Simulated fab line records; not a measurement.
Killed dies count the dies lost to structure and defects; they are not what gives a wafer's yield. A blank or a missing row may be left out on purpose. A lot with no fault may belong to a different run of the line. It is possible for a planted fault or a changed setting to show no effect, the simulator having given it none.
fab line records	flow gf180mcu
[record] lots = 24	wafers = 72	last_day = 34
route steps=602 shown CONTACT@291 V1@336 M2@378
lots with no fault: from the same line, run without faults
start_h: hours from the record's first day to the start of the lot's first wafer shown	wait_h: how many hours have passed since the lot's step before this one	" repeats the value in the row above	L1.1+2: a row that stands for several wafers	- no value, or no start given	* or withheld: withheld	< > ~ a bound
route shown NAME@n: names a module that has steps shown in the file, with the first one's number in the route	usual: mean and standard deviation over wafers with no fault	same: alike in all rows	chamber/n: place in a boat	sites: readings site by site	_std_site: the values' standard deviation	_edge_site: the outer-site mean with the inner-site mean subtracted	radius_mm: for every site, how far away it sits from the centre of the wafer	mask NAME#n: copy n	behind: tool/chamber where the wafer was last shaped	hold: what put the lot on hold/how long, in hours/how the hold closed	device: which transistor (n, p or np) failed to switch	end of line: the route-end tests of the same wafers	a step without rows: its recipe alone	killed: dies that structure and defects cost at the first sort, which is not the same as the wafer's yield	map: a wafer's dies, x killed, . not, _ none there
set.NAME: the setting that was run; set.NAME@STEP: the one run at that earlier step	model.NAME: the simulator's own value behind a step, which no gauge read
steps of the route over a sample of lots; a table a step, a row a wafer
services: the hour from which a tool's chamber was out of use, counted from the record's first day as start_h (under 0 if before that day), plus the number of hours and why
[[steps]]
[step GF_CONTACT_CMP_04]
[recipe] material = SiO2	down_force_psi = 4	platen_rpm = 60	pad_velocity_m_s = 0.94248
[usual] motor_current_A = 12.5/0.94	time_to_endpoint_s = 111/7.1
lot.wafer	tool	chamber	start_h	wait_h	motor_current_A	time_to_endpoint_s
L074.2	cmp-02	1	346.05	0.1	11.3	117
L074.4	"	3	"	"	11.9	115
L074.6	"	0	"	"	11.9	115
L075.4	cmp-02	3	348.95	0.0	11.7	123
L075.3	"	0	"	"	11.5	110
L075.5	"	0	"	"	11.6	121
L076.1	cmp-02	0	356.45	0.1	12.0	115
L076.2	"	1	"	"	11.1	125
L076.3	"	2	"	"	12.9	118
L077.1	cmp-01	1	368.68	0.1	13.2	110
L077.4	"	3	"	"	13.6	120
L077.6	"	1	"	"	14.2	110
L078.1	cmp-02	1	375.69	0.1	11.0	117
L078.3	"	0	"	"	12.2	113
L078.5	"	2	"	"	12.7	118
L079.3	cmp-02	3	380.95	0.1	11.4	115
L079.4	"	0	"	"	12.0	125
L079.2	"	1	"	"	11.5	119
L081.1	cmp-02	2	397.64	0.1	12.3	110
L081.4	"	3	"	"	12.2	122
L081.3	"	1	"	"	11.2	121
L080.2	cmp-01	3	399.86	0.0	12.6	114
L080.3	"	1	"	"	13.6	103
L080.1	"	2	"	"	14.1	109
L082.3	cmp-02	2	403.06	0.1	12.5	114
L082.2	"	0	"	"	12.7	108
L082.5	"	1	"	"	11.7	124
L083.1	cmp-01	0	417.14	0.1	12.5	109
L083.3	"	3	"	"	13.5	106
L083.5	"	0	"	"	11.7	112
L084.1	cmp-02	1	424.39	0.1	11.4	112
L084.2	"	2	"	"	12.3	104
L084.3	"	3	"	"	11.3	105
L085.3	cmp-01	2	437.20	0.1	14.4	115
L085.6	"	0	"	"	12.1	115
L085.5	"	1	"	"	13.6	112
L086.1	cmp-01	0	443.40	0.1	12.1	114
L086.4	"	1	"	"	14.3	112
L086.5	"	0	"	"	12.3	121
L087.2	cmp-01	3	449.10	0.0	13.0	114
L087.4	"	0	"	"	12.0	119
L087.6	"	3	"	"	13.3	119
L088.1	cmp-02	2	458.88	0.1	12.5	103
L088.4	"	3	"	"	12.5	117
L088.6	"	2	"	"	13.5	107
L089.3	cmp-02	0	469.39	0.1	12.4	99
L089.1	"	1	"	"	11.4	110
L089.5	"	2	"	"	12.8	97
L090.4	cmp-02	2	472.43	0.0	12.4	98
L090.2	"	1	"	"	11.1	104
L090.6	"	2	"	"	12.4	101
L091.4	cmp-01	1	484.04	0.1	14.5	105
L091.2	"	2	"	"	14.1	106
L091.6	"	0	"	"	12.5	111
L092.2	cmp-01	1	495.22	0.2	14.3	112
L092.6	"	2	"	"	14.8	121
L092.5	"	3	"	"	13.6	122
L093.4	cmp-02	3	502.05	0.2	11.7	105
L093.5	"	0	"	"	12.5	107
L093.6	"	1	"	"	11.9	110
L094.1	cmp-02	3	507.38	0.1	12.3	101
L094.6	"	2	"	"	12.7	105
L094.5	"	3	"	"	11.7	105
L095.1	cmp-01	1	515.37	0.1	13.7	99
L095.4	"	2	"	"	14.8	105
L095.2	"	3	"	"	12.4	103
L096.2	cmp-02	3	524.25	0.0	11.3	103
L096.5	"	3	"	"	11.4	113
L096.6	"	0	"	"	11.9	107
L097.3	cmp-01	2	542.99	0.0	14.1	107
L097.1	"	3	"	"	13.6	113
L097.2	"	0	"	"	12.1	103
[step GF_CONTACT_CD_MEAS_14]
[recipe] target_cd_nm = 220
[usual] cd_nm = 220.2/1.4
lot.wafer	tool	chamber	start_h	wait_h	cd_nm
L074.2	cd_sem-02	-	368.96	0.1	220.0
L074.4	"	-	"	"	219.9
L074.6	"	-	"	"	220.6
L075.3	cd_sem-02	-	371.18	0.1	218.3
L075.4	"	-	"	"	218.4
L075.5	"	-	"	"	218.7
L076.1	cd_sem-01	-	379.04	0.1	221.8
L076.2	"	-	"	"	221.0
L076.3	"	-	"	"	221.0
L077.1	cd_sem-02	-	389.74	0.1	220.6
L077.4	"	-	"	"	220.8
L077.6	"	-	"	"	222.2
L078.1	cd_sem-02	-	396.99	0.1	219.2
L078.3	"	-	"	"	220.7
L078.5	"	-	"	"	220.4
L079.2	cd_sem-02	-	402.47	0.1	218.9
L079.3	"	-	"	"	220.3
L079.4	"	-	"	"	219.0
L081.1	cd_sem-02	-	421.30	0.1	220.5
L081.3	"	-	"	"	221.5
L081.4	"	-	"	"	219.7
L080.1	cd_sem-01	-	423.93	0.1	222.8
L080.2	"	-	"	"	221.7
L080.3	"	-	"	"	222.7
L082.2	cd_sem-02	-	427.05	0.1	221.0
L082.3	"	-	"	"	220.7
L082.5	"	-	"	"	221.1
L083.1	cd_sem-01	-	441.15	0.1	219.9
L083.3	"	-	"	"	220.4
L083.5	"	-	"	"	219.9
L084.1	cd_sem-02	-	448.33	0.1	222.5
L084.2	"	-	"	"	221.2
L084.3	"	-	"	"	223.1
L085.3	cd_sem-02	-	461.06	0.1	218.2
L085.5	"	-	"	"	217.9
L085.6	"	-	"	"	220.3
L086.1	cd_sem-01	-	468.29	0.1	219.7
L086.4	"	-	"	"	220.0
L086.5	"	-	"	"	219.5
L087.2	cd_sem-02	-	474.19	0.1	220.5
L087.4	"	-	"	"	220.2
L087.6	"	-	"	"	219.2
L088.1	cd_sem-01	-	482.88	0.1	219.2
L088.4	"	-	"	"	219.2
L088.6	"	-	"	"	219.9
L089.1	cd_sem-01	-	493.68	0.1	219.5
L089.3	"	-	"	"	218.5
L089.5	"	-	"	"	218.5
L090.2	cd_sem-01	-	497.01	0.1	220.0
L090.4	"	-	"	"	218.2
L090.6	"	-	"	"	219.0
L091.2	cd_sem-02	-	507.50	0.1	222.2
L091.4	"	-	"	"	221.8
L091.6	"	-	"	"	220.8
L092.2	cd_sem-01	-	519.01	0.1	220.0
L092.5	"	-	"	"	218.6
L092.6	"	-	"	"	219.9
L093.4	cd_sem-02	-	525.63	0.1	221.2
L093.5	"	-	"	"	220.0
L093.6	"	-	"	"	218.7
L094.1	cd_sem-02	-	530.68	0.1	222.9
L094.5	"	-	"	"	222.6
L094.6	"	-	"	"	221.9
L095.1	cd_sem-01	-	539.03	0.1	219.7
L095.2	"	-	"	"	220.1
L095.4	"	-	"	"	219.4
L096.2	cd_sem-01	-	547.50	0.1	220.2
L096.5	"	-	"	"	220.8
L096.6	"	-	"	"	221.1
L097.1	cd_sem-01	-	565.02	0.1	217.5
L097.2	"	-	"	"	218.0
L097.3	"	-	"	"	217.3
[step GF_CONTACT_SPUTTER_22]
[recipe] material = Ti	target_thk_nm = 15	chamber_pressure_pa = 5	power_w = 2500	substrate_temp_c = 200	time_s = 80.02
[usual] cathode_dc_power_W = 2500.0/0.47	throttle_valve_pct = 29.8/1.3
lot.wafer	tool	chamber	start_h	wait_h	cathode_dc_power_W	throttle_valve_pct
L074.2	pvd_sputter-01	-	369.55	0.0	2499.9	28.8
L074.4	"	-	"	"	2499.8	32.2
L074.6	"	-	"	"	2500.5	32.2
L075.3	pvd_sputter-03	-	371.75	0.0	2500.1	31.7
L075.4	"	-	"	"	2501.0	30.3
L075.5	"	-	"	"	2500.5	29.9
L076.1	pvd_sputter-01	-	379.67	0.0	2499.9	27.6
L076.2	"	-	"	"	2499.4	32.0
L076.3	"	-	"	"	2499.9	29.4
L077.1	pvd_sputter-01	-	390.36	0.0	2500.7	27.9
L077.4	"	-	"	"	2500.9	32.0
L077.6	"	-	"	"	2500.0	28.9
L078.1	pvd_sputter-02	-	397.61	0.0	2499.5	28.4
L078.3	"	-	"	"	2500.1	30.8
L078.5	"	-	"	"	2499.6	30.2
L079.2	pvd_sputter-02	-	403.06	0.0	2499.3	30.2
L079.3	"	-	"	"	2500.4	28.6
L079.4	"	-	"	"	2500.1	28.4
L081.1	pvd_sputter-01	-	422.02	0.0	2500.6	29.4
L081.3	"	-	"	"	2499.9	32.3
L081.4	"	-	"	"	2500.4	28.8
L080.1	pvd_sputter-02	-	424.55	0.0	2499.5	28.9
L080.2	"	-	"	"	2499.8	30.1
L080.3	"	-	"	"	2499.9	28.5
L082.2	pvd_sputter-03	-	427.65	0.0	2500.8	29.8
L082.3	"	-	"	"	2500.2	29.4
L082.5	"	-	"	"	2500.0	29.5
L083.1	pvd_sputter-01	-	441.77	0.0	2499.9	32.2
L083.3	"	-	"	"	2499.5	29.3
L083.5	"	-	"	"	2498.9	31.9
L084.1	pvd_sputter-01	-	448.96	0.0	2500.3	28.7
L084.2	"	-	"	"	2499.6	27.9
L084.3	"	-	"	"	2501.0	29.6
L085.3	pvd_sputter-03	-	461.65	0.0	2500.7	30.1
L085.5	"	-	"	"	2499.7	30.1
L085.6	"	-	"	"	2499.9	32.0
L086.1	pvd_sputter-01	-	468.92	0.0	2499.7	29.3
L086.4	"	-	"	"	2500.0	27.7
L086.5	"	-	"	"	2499.3	28.7
L087.2	pvd_sputter-01	-	474.79	0.0	2500.2	28.9
L087.4	"	-	"	"	2499.7	32.0
L087.6	"	-	"	"	2500.0	28.7
L088.1	pvd_sputter-01	-	483.50	0.0	2499.9	27.9
L088.4	"	-	"	"	2500.3	31.9
L088.6	"	-	"	"	2499.6	27.8
L089.1	pvd_sputter-02	-	494.30	0.0	2499.9	30.2
L089.3	"	-	"	"	2500.4	31.0
L089.5	"	-	"	"	2499.5	28.4
L090.2	pvd_sputter-02	-	497.62	0.0	2500.1	28.9
L090.4	"	-	"	"	2499.8	30.2
L090.6	"	-	"	"	2499.0	30.9
L091.2	pvd_sputter-01	-	508.12	0.0	2498.9	29.5
L091.4	"	-	"	"	2499.9	27.7
L091.6	"	-	"	"	2499.1	31.8
L092.2	pvd_sputter-02	-	519.61	0.0	2499.9	28.4
L092.5	"	-	"	"	2500.4	31.2
L092.6	"	-	"	"	2499.4	30.3
L093.4	pvd_sputter-02	-	526.19	0.0	2500.7	31.0
L093.5	"	-	"	"	2499.7	30.7
L093.6	"	-	"	"	2499.8	28.6
L094.1	pvd_sputter-02	-	531.30	0.0	2500.3	30.9
L094.5	"	-	"	"	2500.4	30.6
L094.6	"	-	"	"	2499.9	28.8
L095.1	pvd_sputter-02	-	539.66	0.0	2500.5	30.7
L095.2	"	-	"	"	2500.6	30.2
L095.4	"	-	"	"	2500.1	28.9
L096.2	pvd_sputter-03	-	548.19	0.0	2499.3	29.7
L096.5	"	-	"	"	2499.7	30.2
L096.6	"	-	"	"	2499.5	29.8
L097.1	pvd_sputter-03	-	565.64	0.0	2499.3	30.1
L097.2	"	-	"	"	2500.7	30.1
L097.3	"	-	"	"	2500.3	31.7
[step GF_V1_THK_MEAS_01]
[recipe] reads = SiO2_of_V1_CVD_00
[usual] V1_CVD_00_THK = 602/5.4
lot.wafer	tool	chamber	start_h	wait_h	V1_CVD_00_THK[nm]
L074.2	film_metro-02	-	392.33	0.0	588
L074.4	"	-	"	"	601
L074.6	"	-	"	"	601
L075.3	film_metro-03	-	394.03	0.1	601
L075.4	"	-	"	"	602
L075.5	"	-	"	"	606
L076.1	film_metro-01	-	402.97	0.0	601
L076.2	"	-	"	"	592
L076.3	"	-	"	"	595
L077.1	film_metro-03	-	414.96	0.0	612
L077.4	"	-	"	"	614
L077.6	"	-	"	"	616
L078.1	film_metro-01	-	422.54	0.0	598
L078.3	"	-	"	"	606
L078.5	"	-	"	"	607
L079.2	film_metro-01	-	428.88	0.0	600
L079.3	"	-	"	"	605
L079.4	"	-	"	"	603
L081.1	film_metro-02	-	447.76	0.0	601
L081.3	"	-	"	"	599
L081.4	"	-	"	"	601
L080.1	film_metro-01	-	449.73	0.0	603
L080.2	"	-	"	"	596
L080.3	"	-	"	"	611
L082.2	film_metro-01	-	453.25	0.0	605
L082.3	"	-	"	"	602
L082.5	"	-	"	"	607
L083.1	film_metro-02	-	467.72	0.0	597
L083.3	"	-	"	"	601
L083.5	"	-	"	"	605
L084.1	film_metro-01	-	475.32	0.0	595
L084.2	"	-	"	"	594
L084.3	"	-	"	"	597
L085.3	film_metro-01	-	487.54	0.1	600
L085.5	"	-	"	"	606
L085.6	"	-	"	"	595
L086.1	film_metro-03	-	494.97	0.0	604
L086.4	"	-	"	"	605
L086.5	"	-	"	"	604
L087.2	film_metro-02	-	500.18	0.1	601
L087.4	"	-	"	"	606
L087.6	"	-	"	"	599
L088.1	film_metro-02	-	508.93	0.0	599
L088.4	"	-	"	"	599
L088.6	"	-	"	"	589
L089.1	film_metro-01	-	519.23	0.0	604
L089.3	"	-	"	"	598
L089.5	"	-	"	"	593
L090.2	film_metro-03	-	522.25	0.0	605
L090.4	"	-	"	"	605
L090.6	"	-	"	"	607
L091.2	film_metro-01	-	532.28	0.0	605
L091.4	"	-	"	"	608
L091.6	"	-	"	"	611
L092.2	film_metro-02	-	544.92	0.0	609
L092.5	"	-	"	"	609
L092.6	"	-	"	"	608
L093.4	film_metro-01	-	550.36	0.0	601
L093.5	"	-	"	"	602
L093.6	"	-	"	"	603
L094.1	film_metro-01	-	555.61	0.0	608
L094.5	"	-	"	"	604
L094.6	"	-	"	"	603
L095.1	film_metro-02	-	563.91	0.0	601
L095.2	"	-	"	"	608
L095.4	"	-	"	"	599
L096.2	film_metro-01	-	572.47	0.0	607
L096.5	"	-	"	"	598
L096.6	"	-	"	"	602
L097.1	film_metro-02	-	588.91	0.0	589
L097.2	"	-	"	"	606
L097.3	"	-	"	"	599
[step GF_V1_CMP_26]
[recipe] stop_on = SiO2	down_force_psi = 3.5	platen_rpm = 60	t_overpolish_s = 15	target_thk_nm = 0	pad_velocity_m_s = 0.94248
[usual] motor_current_A = 11.7/0.9	overpolish_run_s = 15.000/0.0085	time_to_endpoint_s = 83/3.1
lot.wafer	tool	chamber	start_h	wait_h	motor_current_A	overpolish_run_s	time_to_endpoint_s
L074.2	cmp-01	3	418.03	0.1	13.1	15.005	87
L074.4	"	0	"	"	11.3	15.000	86
L074.6	"	3	"	"	11.6	14.989	85
L075.4	cmp-02	0	419.25	0.0	10.4	14.992	81
L075.3	"	3	"	"	10.2	14.993	83
L075.5	"	0	"	"	10.9	14.994	84
L076.1	cmp-01	3	428.55	0.1	12.1	14.994	82
L076.3	"	0	"	"	11.2	14.997	83
L076.2	"	1	"	"	12.8	15.000	82
L077.4	cmp-01	1	439.42	0.1	12.3	14.997	81
L077.1	"	2	"	"	12.7	14.990	87
L077.6	"	0	"	"	10.9	15.001	85
L078.3	cmp-02	3	448.70	0.0	10.9	14.996	75
L078.1	"	1	"	"	10.9	14.999	82
L078.5	"	3	"	"	10.6	15.013	81
L079.2	cmp-01	1	454.44	0.0	12.5	15.000	83
L079.3	"	2	"	"	13.0	14.998	84
L079.4	"	0	"	"	11.0	15.006	85
L081.3	cmp-02	0	473.34	0.0	10.9	15.004	83
L081.4	"	1	"	"	10.5	14.995	89
L081.1	"	3	"	"	10.6	15.000	87
L080.2	cmp-01	0	475.99	0.0	11.3	15.001	86
L080.3	"	2	"	"	12.9	15.015	81
L080.1	"	3	"	"	11.7	14.989	87
L082.2	cmp-01	3	478.39	0.0	12.3	14.997	90
L082.3	"	1	"	"	13.4	15.006	82
L082.5	"	3	"	"	12.1	14.997	86
L083.3	cmp-02	1	493.66	0.1	10.7	14.988	86
L083.1	"	2	"	"	11.3	15.002	81
L083.5	"	0	"	"	10.6	14.996	79
L084.3	cmp-01	0	500.86	0.1	11.0	14.980	82
L084.2	"	1	"	"	13.6	15.001	82
L084.1	"	2	"	"	13.0	14.994	85
L085.3	cmp-01	3	512.91	0.1	11.8	14.998	88
L085.6	"	1	"	"	12.1	15.011	80
L085.5	"	2	"	"	13.0	15.010	82
L086.4	cmp-02	2	520.67	0.1	11.9	15.012	84
L086.1	"	0	"	"	10.8	14.996	84
L086.5	"	2	"	"	11.4	14.998	80
L087.2	cmp-01	1	524.77	0.0	12.7	14.996	84
L087.4	"	0	"	"	11.4	15.002	86
L087.6	"	2	"	"	12.8	14.998	87
L088.1	cmp-01	3	533.74	0.1	12.8	15.013	82
L088.4	"	0	"	"	10.9	15.007	81
L088.6	"	2	"	"	12.8	15.011	82
L089.1	cmp-02	1	543.64	0.1	10.6	15.008	87
L089.3	"	3	"	"	10.4	15.003	87
L089.5	"	1	"	"	10.6	14.999	84
L090.4	cmp-01	3	547.39	0.2	12.1	15.007	89
L090.2	"	1	"	"	14.0	15.010	81
L090.6	"	3	"	"	12.4	15.002	84
L091.4	cmp-01	2	556.39	0.0	12.7	15.002	86
L091.2	"	3	"	"	12.3	15.011	85
L091.6	"	2	"	"	12.8	15.008	82
L092.2	cmp-02	3	568.38	0.1	11.1	14.991	80
L092.6	"	1	"	"	11.0	15.002	86
L092.5	"	2	"	"	11.6	15.007	80
L093.4	cmp-02	1	574.68	0.4	10.6	14.998	85
L093.6	"	2	"	"	11.6	15.008	80
L093.5	"	3	"	"	11.0	15.022	83
L094.1	cmp-01	3	579.24	0.1	12.0	14.992	86
L094.6	"	2	"	"	12.5	14.993	84
L094.5	"	3	"	"	12.1	15.006	87
L095.1	cmp-02	2	587.83	0.1	12.1	15.003	83
L095.2	"	3	"	"	11.4	14.989	81
L095.4	"	0	"	"	10.4	14.986	80
L096.2	cmp-02	1	595.75	0.2	10.8	14.996	83
L096.5	"	3	"	"	11.0	14.999	80
L096.6	"	0	"	"	11.0	15.005	76
L097.3	cmp-01	0	611.22	0.1	11.4	14.993	80
L097.1	"	1	"	"	12.4	15.001	79
L097.2	"	2	"	"	13.0	15.005	80
[step GF_M2_METAL_ETCH_16]
[recipe] chemistry = Cl2/BCl3	mask_material = KrF	target_depth_nm = 750.8	stop_on = SiO2	pressure_mtorr = 8	icp_w = 800	bias_w = 140	Cl2_flow_sccm = 80	bcl3_flow_sccm = 40	time_s = 125.1
[usual] bcl3_flow_sccm = 39.98/0.12	drypump_motor_current_A = 5.6/0.61	oes_product_au = 0.991/0.0054	throttle_valve_pct = 28.228/0.0094
lot.wafer	tool	chamber	start_h	wait_h	bcl3_flow_sccm	drypump_motor_current_A	oes_product_au	rf_hours_counter_h	throttle_valve_pct
L074.2	rie_metal-01	0	441.74	0.0	40.06	5.3	0.990	6	28.238
L074.4	"	1	"	"	40.01	6.6	0.992	-	28.234
L074.6	"	0	"	"	39.96	5.2	0.992	-	28.222
L075.3	rie_metal-02	0	443.53	0.1	39.95	5.1	0.998	-	28.225
L075.4	"	1	"	"	40.06	5.9	0.995	-	28.212
L075.5	"	0	"	"	40.06	5.1	0.995	-	28.228
L076.1	rie_metal-01	1	453.38	0.0	39.98	6.6	1.000	8	28.231
L076.2	"	0	"	"	39.88	5.3	0.987	7	28.233
L076.3	"	0	"	"	39.92	5.3	0.989	-	28.242
L077.1	rie_metal-01	0	464.58	0.0	39.85	5.3	0.994	7	28.242
L077.4	"	0	"	"	40.02	5.2	0.993	-	28.233
L077.6	"	1	"	"	40.20	6.6	0.985	-	28.217
L078.1	rie_metal-01	0	473.98	0.0	40.14	5.3	0.995	7	28.222
L078.3	"	0	"	"	39.97	5.3	0.990	-	28.225
L078.5	"	0	"	"	39.94	5.2	0.992	-	28.246
L079.2	rie_metal-02	0	479.13	0.0	39.93	5.1	0.989	3	28.234
L079.3	"	0	"	"	39.77	5.1	0.988	-	28.226
L079.4	"	1	"	"	39.82	5.9	0.993	-	28.215
L081.1	rie_metal-02	1	497.83	0.0	40.14	5.9	0.997	9	28.218
L081.3	"	1	"	"	40.14	5.9	0.996	-	28.206
L081.4	"	0	"	"	39.97	5.1	0.991	-	28.231
L080.1	rie_metal-03	1	500.48	0.0	40.11	6.0	0.991	12	28.242
L080.2	"	0	"	"	39.84	4.9	0.990	12	28.224
L080.3	"	0	"	"	39.96	4.9	0.994	-	28.228
L082.2	rie_metal-01	0	502.84	0.0	39.89	5.3	0.997	8	28.227
L082.3	"	1	"	"	39.76	6.5	0.988	-	28.234
L082.5	"	1	"	"	39.79	6.6	0.991	-	28.222
L083.1	rie_metal-01	1	517.79	0.0	40.10	6.6	0.987	10	28.216
L083.3	"	0	"	"	40.09	5.2	0.991	-	28.210
L083.5	"	0	"	"	39.95	5.2	0.989	-	28.221
L084.1	rie_metal-01	1	524.68	0.0	39.86	6.6	0.991	10	28.230
L084.2	"	0	"	"	39.89	5.2	0.989	8	28.230
L084.3	"	1	"	"	39.74	6.6	0.992	-	28.230
L085.3	rie_metal-02	0	536.18	0.1	39.90	5.1	0.989	-	28.234
L085.5	"	0	"	"	39.99	5.1	0.986	-	28.232
L085.6	"	1	"	"	39.92	5.9	0.999	-	28.223
L086.1	rie_metal-02	0	544.78	0.0	39.82	5.1	0.987	5	28.217
L086.4	"	1	"	"	40.15	5.9	0.995	-	28.229
L086.5	"	1	"	"	40.00	5.9	1.000	-	28.230
L087.2	rie_metal-01	0	547.99	0.0	39.99	5.3	0.986	9	28.231
L087.4	"	1	"	"	39.92	6.6	0.989	-	28.203
L087.6	"	0	"	"	39.92	5.2	0.985	-	28.222
L088.1	rie_metal-03	0	556.34	0.0	40.09	4.9	0.994	14	28.239
L088.4	"	0	"	"	40.17	4.9	0.981	-	28.228
L088.6	"	1	"	"	40.07	6.0	0.984	-	28.228
L089.1	rie_metal-01	1	566.39	0.0	39.99	6.6	0.995	11	28.230
L089.3	"	0	"	"	39.90	5.2	0.991	-	28.242
L089.5	"	1	"	"	40.01	6.6	0.992	-	28.236
L090.2	rie_metal-03	1	569.83	0.0	40.01	6.0	0.992	14	28.227
L090.4	"	0	"	"	40.34	5.0	0.986	-	28.229
L090.6	"	1	"	"	40.12	6.0	0.980	-	28.251
L091.2	rie_metal-02	1	579.07	0.0	39.91	5.9	0.996	12	28.232
L091.4	"	1	"	"	40.05	5.9	1.007	-	28.238
L091.6	"	0	"	"	40.14	5.1	0.992	-	28.231
L092.2	rie_metal-03	0	589.82	0.1	40.07	4.9	0.994	-	28.220
L092.5	"	0	"	"	39.92	4.9	0.994	-	28.221
L092.6	"	0	"	"	39.86	4.9	0.989	-	28.216
L093.4	rie_metal-03	0	597.02	0.1	40.09	4.9	0.997	-	28.231
L093.5	"	0	"	"	40.09	4.9	0.988	-	28.224
L093.6	"	0	"	"	40.11	4.9	0.986	-	28.227
L094.1	rie_metal-03	0	600.49	0.0	40.14	4.9	0.991	16	28.215
L094.5	"	0	"	"	39.98	4.9	0.997	-	28.220
L094.6	"	0	"	"	40.06	4.9	0.989	-	28.224
L095.1	rie_metal-03	0	609.03	0.0	40.03	4.9	0.991	16	28.229
L095.2	"	0	"	"	40.00	4.9	0.982	-	28.231
L095.4	"	0	"	"	39.88	4.9	0.987	-	28.247
L096.2	rie_metal-03	1	616.74	0.0	39.86	6.0	0.985	0	28.236
L096.5	"	0	"	"	40.18	4.9	0.994	-	28.235
L096.6	"	1	"	"	39.91	6.0	0.983	-	28.220
L097.1	rie_metal-03	1	632.18	0.0	39.83	6.0	0.987	0	28.237
L097.2	"	1	"	"	39.66	5.9	0.990	-	28.212
L097.3	"	1	"	"	39.83	5.9	0.993	-	28.228
[[services]]
tool	chamber	start_h	hours	kind
rie_metal-03	-	327.93	0.4	repair
cmp-01	-	331.29	30.4	repair
cmp-01	-	347.04	0.4	repair
cmp-02	-	361.68	5.6	pm
pvd_sputter-03	-	372.91	10.0	repair
cmp-02	-	404.00	4.0	pm
cmp-02	-	408.00	-	consumable_replace:conditioner
cmp-02	-	408.00	-	consumable_replace:pad
cmp-02	-	408.86	2.2	repair
rie_metal-03	-	439.60	1.4	pm
pvd_sputter-03	-	455.09	2.2	repair
pvd_sputter-01	-	467.28	1.6	repair
rie_metal-01	-	493.52	2.6	repair
cmp-02	-	532.90	1.5	repair
cmp-02	-	562.72	1.0	repair
cmp-01	-	572.28	4.0	pm
rie_metal-03	1	574.60	7.8	repair
cmp-01	-	576.28	-	consumable_replace:conditioner
cmp-01	-	586.77	9.0	pm
pvd_sputter-01	-	598.00	3.4	repair
cmp-02	-	598.70	0.6	repair
rie_metal-01	0	607.01	2.6	repair
rie_metal-01	1	610.80	3.6	repair
cmp-01	-	629.97	0.3	repair
[[key]]
fault none
